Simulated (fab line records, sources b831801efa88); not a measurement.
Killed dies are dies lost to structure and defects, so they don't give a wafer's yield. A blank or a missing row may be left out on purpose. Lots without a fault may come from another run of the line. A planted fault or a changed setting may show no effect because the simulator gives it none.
Chamber matching | flow sky130 | SKY_VIA2_CMP_24 on cmp-01: 4 sister chambers
The step polishes, stops on SiO2, t overpolish 20 s, target thk 0 nm. 8 wafers are shown with their chamber, then 7 later ones without.

WAFERS WITH THEIR CHAMBER
wafer  | chamber | motor_current_A (A) | time_to_endpoint_s (s)
L281.1 | 3       | 10.7                | 103
L282.3 | 2       | 13.5                | 96
L282.5 | 0       | 13.2                | 94
L286.1 | 1       | 10.6                | 101
L286.4 | 2       | 13.3                | 93
L286.6 | 1       | 11.1                | 100
L287.1 | 3       | 11.0                | 104
L287.2 | 0       | 12.8                | 97

WAFERS WITHOUT THEIR CHAMBER
wafer  | motor_current_A (A) | time_to_endpoint_s (s)
L287.6 | 13.2                | 99
L292.1 | 11.3                | 104
L292.3 | 13.4                | 97
L292.4 | 11.4                | 106
L293.4 | 13.7                | 99
L293.5 | 13.2                | 101
L293.6 | 11.5                | 109

WHICH CHAMBER EACH WENT THROUGH
wafer  | from the rows above     | in truth
L287.6 | can't be placed: 0 or 2 | 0
L292.1 | can't be placed: 3 or 1 | 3
L292.3 | can't be placed: 2 or 0 | 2
L292.4 | can't be placed: 3 or 1 | 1
L293.4 | can't be placed: 2 or 0 | 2
L293.5 | can't be placed: 0 or 2 | 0
L293.6 | can't be placed: 3 or 1 | 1
Placed correctly: 0 of 7. Can't be placed from these rows: 7 (the true chamber is among the candidates in 7). Placed wrongly: 0.
How it was worked out, from the rows above alone: a wafer's distance from a chamber is the root of the sum, over the readings, of the square of ((its reading less the chamber's mean) divided by the reading's scatter). The wafer belongs to the nearest chamber; if the next one is less than 2 further off, it can't be placed. A chamber's mean is the mean of its shown wafers. The scatter: the root of (the sum of the squares of (reading less its chamber's mean) over the shown wafers, divided by (wafers less chambers)).
